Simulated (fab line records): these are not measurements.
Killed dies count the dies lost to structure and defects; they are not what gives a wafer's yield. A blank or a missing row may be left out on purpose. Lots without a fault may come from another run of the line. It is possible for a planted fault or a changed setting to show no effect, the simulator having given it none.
Tool commonality check -- flow gf180mcu -- Lots sampled 14, wafers sampled 42

== WHAT PROMPTED THE OPENING ==
GF_SAB_THK_MEAS_01, reading SAB_CVD_00_THK: flagged on 3 of 14 lots. No-fault wafers: 50.0 nm, standard deviation 0.68.
Rule: flag the lot when none of its wafers has a number, or when each of its wafers that has one lies beyond 4 standard deviations from that mean. The other lots count as sound.

lot,measured,on,"SAB_CVD_00_THK (nm), wafer by wafer",flag
L432,day 14 05:44,filmMetro-02,49.2 50.1 50.2,
L433,day 14 10:38,filmMetro-03,49.6 50.3 49.7,
L434,day 14 18:55,filmMetro-04,49.2 49.6 50.8,
L435,day 15 10:52,filmMetro-03,49.5 49.4 50.4,
L436,day 15 19:22,filmMetro-03,48.6 49.4 51.1,
L438,day 16 15:04,filmMetro-04,50.1 49.7 49.8,
L437,day 16 16:23,filmMetro-04,50.0 51.2 49.9,
L440,day 17 03:29,filmMetro-04,50.6 50.2 49.9,
L441,day 17 13:15,filmMetro-02,49.4 50.4 50.5,
L443,day 18 09:23,filmMetro-04,48.6 50.9 49.3,
L444,day 18 10:55,filmMetro-02,50.2 50.4 49.1,
L445,day 19 01:16,filmMetro-03,99.0 101.1 101.5,FLAGGED
L448,day 19 22:45,filmMetro-04,101.0 102.1 103.6,FLAGGED
L450,day 20 11:13,filmMetro-02,99.5 102.8 100.2,FLAGGED
On average the flagged lots' numbers are 101.2 nm, which is +51.2 nm against the usual, or +75 standard deviations.

== EACH LOT AND THE TOOL IT RAN ON ==
The record keeps 1 process step preceding the reading, out of 602 steps on the route. Every cell lists first the tool, next ch and the chambers used by the sampled wafers, and last the start.
lot,flag,GF_SAB_CVD_00
L432,,"pecvd-02 ch 0,1,2, day 14 05:43"
L433,,"pecvd-01 ch 0,1, day 14 10:37"
L434,,"pecvd-04 ch 0,1,2, day 14 18:53"
L435,,"pecvd-04 ch 0,1, day 15 10:50"
L436,,"pecvd-02 ch 0,1,2, day 15 19:18"
L438,,"pecvd-02 ch 0,1,2, day 16 15:03"
L437,,"pecvd-01 ch 0,1,2, day 16 16:21"
L440,,"pecvd-02 ch 0,1,2, day 17 03:27"
L441,,"pecvd-04 ch 1,2, day 17 13:14"
L443,,"pecvd-01 ch 1,2, day 18 09:22"
L444,,"pecvd-01 ch 0,1,2, day 18 10:52"
L445,FLAGGED,"pecvd-04 ch 1,2, day 19 01:04"
L448,FLAGGED,"pecvd-01 ch 0,1, day 19 22:33"
L450,FLAGGED,"pecvd-04 ch 1,2, day 20 11:01"
What is done by these steps:
- GF_SAB_CVD_00: deposits SiO2 from TEOS, target thk 50 nm, time 4.9302 s.
- GF_SAB_THK_MEAS_01

== FLAGGED OVER TOTAL, TOOL BY TOOL (the gauges that took the reading come last) ==
step,tool,lots run,flagged,share of the flagged lots,sound lots run after its first flagged lot
GF_SAB_CVD_00,pecvd-01,5,1,some,0
GF_SAB_CVD_00,pecvd-02,4,0,none,-
GF_SAB_CVD_00,pecvd-04,5,2,some,0
GF_SAB_THK_MEAS_01,filmMetro-02,4,1,some,0
GF_SAB_THK_MEAS_01,filmMetro-03,4,1,some,0
GF_SAB_THK_MEAS_01,filmMetro-04,6,1,some,0

== WHAT IS ALLOWED BY THE TABLE ==
No row of the table ran every flagged lot.

== WHAT THE SIMULATOR HAD INSERTED ==
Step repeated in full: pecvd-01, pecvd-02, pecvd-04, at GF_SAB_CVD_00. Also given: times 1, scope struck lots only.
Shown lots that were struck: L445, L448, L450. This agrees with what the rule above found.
